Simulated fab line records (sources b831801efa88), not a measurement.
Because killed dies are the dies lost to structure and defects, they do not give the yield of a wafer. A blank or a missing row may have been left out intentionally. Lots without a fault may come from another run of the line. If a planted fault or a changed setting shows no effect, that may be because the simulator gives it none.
Matching of chambers | flow sky130 | SKY_CAP2M_CVD_00 on pecvd-02: 3 sister chambers
The step deposits SiO2, target thk 15.5 nm. 6 wafers are shown with their chamber, then 12 later ones without.

## WAFERS PAIRED WITH THEIR CHAMBERS
wafer  | chamber | heater power w (W)
L083.5 | 0       | 839
L084.3 | 2       | 781
L084.5 | 1       | 675
L085.1 | 2       | 722
L085.2 | 0       | 769
L085.3 | 1       | 574

## WAFERS MISSING THEIR CHAMBER
wafer  | heater power w (W)
L085.4 | 576
L085.5 | 782
L085.6 | 727
L090.3 | 807
L090.4 | 797
L090.5 | 692
L093.1 | 682
L093.2 | 853
L093.4 | 859
L097.1 | 798
L097.4 | 642
L097.5 | 582

## CHAMBER TAKEN BY EACH
wafer  | from the rows above          | in truth
L085.4 | 1                            | 1
L085.5 | can't be placed: 0 or 2      | 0
L085.6 | can't be placed: 2 or 0 or 1 | 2
L090.3 | can't be placed: 0 or 2      | 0
L090.4 | can't be placed: 0 or 2      | 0
L090.5 | can't be placed: 2 or 1 or 0 | 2
L093.1 | can't be placed: 1 or 2 or 0 | 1
L093.2 | can't be placed: 0 or 2      | 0
L093.4 | can't be placed: 0 or 2      | 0
L097.1 | can't be placed: 0 or 2      | 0
L097.4 | can't be placed: 1 or 2      | 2
L097.5 | 1                            | 1
Correct placement for 2 of the 12. From these rows, 10 cannot be placed; in 10 the true chamber is one of the candidates. Placed wrongly: 0.
How it was worked out, from the rows above alone: a wafer's distance from a chamber is the root of the sum, over the readings, of the square of ((its reading less the chamber's mean) divided by the reading's scatter). The wafer belongs to the nearest chamber; if the next one is less than 2 further off, it can't be placed. The mean given for a chamber averages the wafers shown for that chamber. How the scatter is found: for the shown wafers, subtract from each reading the mean of its chamber, square and add these, divide the total by (wafers less chambers), then take the root.
